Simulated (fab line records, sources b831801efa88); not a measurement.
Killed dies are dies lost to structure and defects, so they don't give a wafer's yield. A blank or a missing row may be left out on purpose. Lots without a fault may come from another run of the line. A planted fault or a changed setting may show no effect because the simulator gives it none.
Which tool did it? | flow gf180mcu | 6 lots, 18 wafers sampled, at 3 steps of a route of 602

WHAT THE GAUGES READ, wafer by wafer
GF_NWELL_TW_MEAS_11.
lot  | measured    | on            | NWELL_TW
L842 | day 3 19:11 | film_metro-02 | 1572 1589 1586
L847 | day 5 01:48 | film_metro-01 | 1575 1576 1578
L849 | day 5 11:13 | film_metro-02 | 1575 1574 1574
L852 | day 6 00:57 | film_metro-02 | 1569 1563 1570
L854 | day 6 11:26 | film_metro-04 | 1555 1570 1564
L857 | day 7 07:11 | film_metro-02 | 1549 1535 1540

WHICH TOOL RAN EACH LOT (tool, then ch and the chambers of the sampled wafers, then the start)
lot  | GF_DNWELL_STRIP_08                  | GF_NWELL_STRIP_10
L842 | plasma_asher-02 ch 0,1, day 3 05:11 | plasma_asher-03 ch 0,1, day 3 19:05
L847 | plasma_asher-03 ch 0,1, day 4 11:29 | plasma_asher-03 ch 0,1, day 5 01:42
L849 | plasma_asher-02 ch 0,1, day 4 20:46 | plasma_asher-01 ch 0,1, day 5 11:07
L852 | plasma_asher-02 ch 0,1, day 5 10:47 | plasma_asher-03 ch 0,1, day 6 00:51
L854 | plasma_asher-04 ch 0,1, day 5 19:54 | plasma_asher-01 ch 0,1, day 6 11:20
L857 | plasma_asher-02 ch 0,1, day 6 15:28 | plasma_asher-03 ch 0,1, day 7 07:04
- GF_DNWELL_STRIP_08: strips in O2/N2.
- GF_NWELL_STRIP_10: strips in O2/N2.

THE ANSWER, worked out from the rows above alone
Rule: what is usual is taken from the lots themselves. Put in order of their means at a reading, lots are off if they are a third of the lots or fewer, leave a main group of 4 or more, and stand apart from it by a gap of 3 or more times the standard deviation of the main group's means; of several such gaps the widest counts. A main group whose means are all the same, to the digits that the tables above print for the reading, isn't used. A lot without any number at a reading at which 4 lots or more have one is off too. The other lots that the step has rows for count as sound.
Off: L857, at GF_NWELL_TW_MEAS_11 (NWELL_TW). The main group: mean 1573, standard deviation 6.8.
A tool fits if, at a process step before that reading, it ran every lot that is off, and no sound lot after the first of them. The gauges at GF_NWELL_TW_MEAS_11 are tried like those tools. Can't be told from this: 3 tools fit, plasma_asher-02 at GF_DNWELL_STRIP_08, plasma_asher-03 at GF_NWELL_STRIP_10, film_metro-02 at GF_NWELL_TW_MEAS_11.

WHAT THE SIMULATOR HAD PUT IN
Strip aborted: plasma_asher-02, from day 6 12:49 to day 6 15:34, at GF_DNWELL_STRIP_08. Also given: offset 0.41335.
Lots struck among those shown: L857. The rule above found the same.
